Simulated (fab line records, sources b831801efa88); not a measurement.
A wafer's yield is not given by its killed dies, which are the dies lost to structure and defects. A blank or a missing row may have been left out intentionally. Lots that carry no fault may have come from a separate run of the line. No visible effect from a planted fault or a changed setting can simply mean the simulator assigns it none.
What tool caused it? :: flow sfq line :: 42 wafers from 14 lots sampled at 3 of the route's 325 steps

== WHAT THE GAUGES READ, wafer by wafer ==
No reading from a measuring or inspecting step in the record can be judged against a usual standard deviation.

== TOOL THAT RAN EACH LOT (tool first, then ch and the chambers of the sampled wafers, then the start) ==
lot: L719
SFQ_TRILAYER_I2_CMP_CMP_064: cmp-02 ch 1,3, day 20 17:56
SFQ_TRILAYER_I2_METRO_MEASURE_065: film metro-04, day 20 21:16
SFQ_TRILAYER_I2_VIA_ETCH_VIA_ETCH_070: rie diel-01 ch 2,3, day 24 11:35

lot: L721
SFQ_TRILAYER_I2_CMP_CMP_064: cmp-01 ch 1,2,3, day 21 19:13
SFQ_TRILAYER_I2_METRO_MEASURE_065: film metro-01, day 21 22:20
SFQ_TRILAYER_I2_VIA_ETCH_VIA_ETCH_070: rie diel-02 ch 1,2,3, day 25 08:34

lot: L722
SFQ_TRILAYER_I2_CMP_CMP_064: cmp-01 ch 0,1,3, day 22 22:01
SFQ_TRILAYER_I2_METRO_MEASURE_065: film metro-03, day 23 00:02
SFQ_TRILAYER_I2_VIA_ETCH_VIA_ETCH_070: rie diel-03 ch 0,1, day 26 07:22

lot: L725
SFQ_TRILAYER_I2_CMP_CMP_064: cmp-02 ch 0,1,3, day 24 03:01
SFQ_TRILAYER_I2_METRO_MEASURE_065: film metro-04, day 24 05:32
SFQ_TRILAYER_I2_VIA_ETCH_VIA_ETCH_070: rie diel-02 ch 1,2, day 27 08:34

lot: L726
SFQ_TRILAYER_I2_CMP_CMP_064: cmp-02 ch 0,2,3, day 24 20:01
SFQ_TRILAYER_I2_METRO_MEASURE_065: film metro-04, day 24 23:20
SFQ_TRILAYER_I2_VIA_ETCH_VIA_ETCH_070: rie diel-01 ch 1,2,3, day 27 20:34

lot: L727
SFQ_TRILAYER_I2_CMP_CMP_064: cmp-02 ch 2,3, day 25 02:01
SFQ_TRILAYER_I2_METRO_MEASURE_065: film metro-01, day 25 05:08
SFQ_TRILAYER_I2_VIA_ETCH_VIA_ETCH_070: rie diel-03 ch 0,1,3, day 28 08:08

lot: L728
SFQ_TRILAYER_I2_CMP_CMP_064: cmp-01 ch 1,2, day 25 10:39
SFQ_TRILAYER_I2_METRO_MEASURE_065: film metro-01, day 25 14:10
SFQ_TRILAYER_I2_VIA_ETCH_VIA_ETCH_070: rie diel-02 ch 1,2, day 28 17:44

lot: L729
SFQ_TRILAYER_I2_CMP_CMP_064: cmp-02 ch 1,2, day 25 17:30
SFQ_TRILAYER_I2_METRO_MEASURE_065: film metro-04, day 25 20:37
SFQ_TRILAYER_I2_VIA_ETCH_VIA_ETCH_070: rie diel-01 ch 0,3, day 28 23:44

lot: L731
SFQ_TRILAYER_I2_CMP_CMP_064: cmp-01 ch 0,2, day 26 04:39
SFQ_TRILAYER_I2_METRO_MEASURE_065: film metro-04, day 26 07:58
SFQ_TRILAYER_I2_VIA_ETCH_VIA_ETCH_070: rie diel-02 ch 1,2,3, day 29 10:20

lot: L732
SFQ_TRILAYER_I2_CMP_CMP_064: cmp-01 ch 0,2,3, day 26 14:09
SFQ_TRILAYER_I2_METRO_MEASURE_065: film metro-04, day 26 16:46
SFQ_TRILAYER_I2_VIA_ETCH_VIA_ETCH_070: rie diel-01 ch 0,1,3, day 29 18:50

lot: L734
SFQ_TRILAYER_I2_CMP_CMP_064: cmp-01 ch 0,2, day 27 15:41
SFQ_TRILAYER_I2_METRO_MEASURE_065: film metro-04, day 27 18:19
SFQ_TRILAYER_I2_VIA_ETCH_VIA_ETCH_070: rie diel-01 ch 0,1,2, day 31 01:33

lot: L739
SFQ_TRILAYER_I2_CMP_CMP_064: cmp-01 ch 0,2,3, day 29 17:35
SFQ_TRILAYER_I2_METRO_MEASURE_065: film metro-03, day 29 20:13
SFQ_TRILAYER_I2_VIA_ETCH_VIA_ETCH_070: rie diel-01 ch 0,1, day 32 21:20

lot: L740
SFQ_TRILAYER_I2_CMP_CMP_064: cmp-02 ch 0,2, day 29 21:00
SFQ_TRILAYER_I2_METRO_MEASURE_065: film metro-01, day 30 00:01
SFQ_TRILAYER_I2_VIA_ETCH_VIA_ETCH_070: rie diel-03 ch 2,3, day 33 00:56

lot: L741
SFQ_TRILAYER_I2_CMP_CMP_064: cmp-02 ch 0,2, day 30 05:30
SFQ_TRILAYER_I2_METRO_MEASURE_065: film metro-03, day 30 09:01
SFQ_TRILAYER_I2_VIA_ETCH_VIA_ETCH_070: rie diel-02 ch 0,3, day 33 08:08
- SFQ_TRILAYER_I2_CMP_CMP_064: polishes SiO2.
- SFQ_TRILAYER_I2_METRO_MEASURE_065
- SFQ_TRILAYER_I2_VIA_ETCH_VIA_ETCH_070: etches SiO2 in CHF3, stops on Nb, target depth 260 nm.

== AS READ BY THE TOOLS THEMSELVES (means over the sampled wafers that have a number; for cases with no such wafer, the mark the record gives instead) ==
SFQ_TRILAYER_I2_CMP_CMP_064.
lot: L719
tool: cmp-02
edge zone pressure frac: 1.003
head pressure psi (psi): 2.990
motor current A (A): 9.9
time to endpoint s (s): 203

lot: L721
tool: cmp-01
edge zone pressure frac: 1.003
head pressure psi (psi): 2.999
motor current A (A): 11.4
time to endpoint s (s): 210

lot: L722
tool: cmp-01
edge zone pressure frac: 1.004
head pressure psi (psi): 2.998
motor current A (A): 11.5
time to endpoint s (s): 231

lot: L725
tool: cmp-02
edge zone pressure frac: 0.997
head pressure psi (psi): 3.008
motor current A (A): 10.1
time to endpoint s (s): 221

lot: L726
tool: cmp-02
edge zone pressure frac: 1.000
head pressure psi (psi): 3.004
motor current A (A): 10.3
time to endpoint s (s): 214

lot: L727
tool: cmp-02
edge zone pressure frac: 1.005
head pressure psi (psi): 2.996
motor current A (A): 9.7
time to endpoint s (s): 206

lot: L728
tool: cmp-01
edge zone pressure frac: 0.997
head pressure psi (psi): 3.004
motor current A (A): 11.9
time to endpoint s (s): 214

lot: L729
tool: cmp-02
edge zone pressure frac: 0.994
head pressure psi (psi): 2.999
motor current A (A): 9.5
time to endpoint s (s): 210

lot: L731
tool: cmp-01
edge zone pressure frac: -
head pressure psi (psi): -
motor current A (A): -
time to endpoint s (s): -

lot: L732
tool: cmp-01
edge zone pressure frac: -
head pressure psi (psi): -
motor current A (A): -
time to endpoint s (s): -

lot: L734
tool: cmp-01
edge zone pressure frac: 1.002
head pressure psi (psi): 2.996
motor current A (A): 10.6
time to endpoint s (s): 216

lot: L739
tool: cmp-01
edge zone pressure frac: 1.004
head pressure psi (psi): 3.001
motor current A (A): 10.9
time to endpoint s (s): 209

lot: L740
tool: cmp-02
edge zone pressure frac: 0.997
head pressure psi (psi): 3.001
motor current A (A): 9.5
time to endpoint s (s): 208

lot: L741
tool: cmp-02
edge zone pressure frac: 0.994
head pressure psi (psi): 2.999
motor current A (A): 9.9
time to endpoint s (s): 217

SFQ_TRILAYER_I2_METRO_MEASURE_065.
lot: L719
tool: film metro-04
thk nm (nm): 198.1

lot: L721
tool: film metro-01
thk nm (nm): 200.9

lot: L722
tool: film metro-03
thk nm (nm): 200.9

lot: L725
tool: film metro-04
thk nm (nm): 199.7

lot: L726
tool: film metro-04
thk nm (nm): 200.3

lot: L727
tool: film metro-01
thk nm (nm): 200.0

lot: L728
tool: film metro-01
thk nm (nm): 201.1

lot: L729
tool: film metro-04
thk nm (nm): 198.9

lot: L731
tool: film metro-04
thk nm (nm): 514.4

lot: L732
tool: film metro-04
thk nm (nm): 501.2

lot: L734
tool: film metro-04
thk nm (nm): 199.4

lot: L739
tool: film metro-03
thk nm (nm): 200.5

lot: L740
tool: film metro-01
thk nm (nm): 199.9

lot: L741
tool: film metro-03
thk nm (nm): 200.1

SFQ_TRILAYER_I2_VIA_ETCH_VIA_ETCH_070.
lot: L719
tool: rie diel-01
drypump motor current A (A): 6.2
oes product au (a.u.): 0.851

lot: L721
tool: rie diel-02
drypump motor current A (A): 6.0
oes product au (a.u.): 0.860

lot: L722
tool: rie diel-03
drypump motor current A (A): 6.3
oes product au (a.u.): 0.859

lot: L725
tool: rie diel-02
drypump motor current A (A): 5.7
oes product au (a.u.): 0.850

lot: L726
tool: rie diel-01
drypump motor current A (A): 6.1
oes product au (a.u.): 0.859

lot: L727
tool: rie diel-03
drypump motor current A (A): 5.8
oes product au (a.u.): 0.855

lot: L728
tool: rie diel-02
drypump motor current A (A): 5.7
oes product au (a.u.): 0.853

lot: L729
tool: rie diel-01
drypump motor current A (A): 5.6
oes product au (a.u.): 0.850

lot: L731
tool: rie diel-02
drypump motor current A (A): 6.1
oes product au (a.u.): 1.603

lot: L732
tool: rie diel-01
drypump motor current A (A): 5.6
oes product au (a.u.): 1.638

lot: L734
tool: rie diel-01
drypump motor current A (A): 5.7
oes product au (a.u.): 0.851

lot: L739
tool: rie diel-01
drypump motor current A (A): 5.3
oes product au (a.u.): 0.856

lot: L740
tool: rie diel-03
drypump motor current A (A): 5.8
oes product au (a.u.): 0.852

lot: L741
tool: rie diel-02
drypump motor current A (A): 6.0
oes product au (a.u.): 0.857

== THE ANSWER, worked out from the rows above alone ==
Rule: what is usual is taken from the lots themselves. The widest of any qualifying gaps counts: lots, ordered by their means at a reading, are off when they make up no more than a third of the lots, leave a main group of 4 or more, and stand apart from it by 3 or more times the standard deviation of that group's means. If all means in a main group match to the digits the tables above print for the reading, that group is not used. Also off: a lot with no number at a reading for which 4 or more lots have one. Where the step has rows for the other lots, those lots are counted as sound. The gauges are gone through in route order, then the tools' own readings, and for those a lot's mean is taken as printed above. At the first step where some lot is off, the reading lying furthest off is the one used; lots without a number count as furthest.
Off: L731, L732, at SFQ_TRILAYER_I2_CMP_CMP_064 (edge zone pressure frac). Without a number there: L731, L732. Main group: mean 1.000, sd 0.0039.
If a tool, at that step or one of the process steps before it, ran each lot that is off and ran no sound lot following the first of them, it fits. None of those tried fits.

== WHAT WAS PUT IN BY THE SIMULATOR ==
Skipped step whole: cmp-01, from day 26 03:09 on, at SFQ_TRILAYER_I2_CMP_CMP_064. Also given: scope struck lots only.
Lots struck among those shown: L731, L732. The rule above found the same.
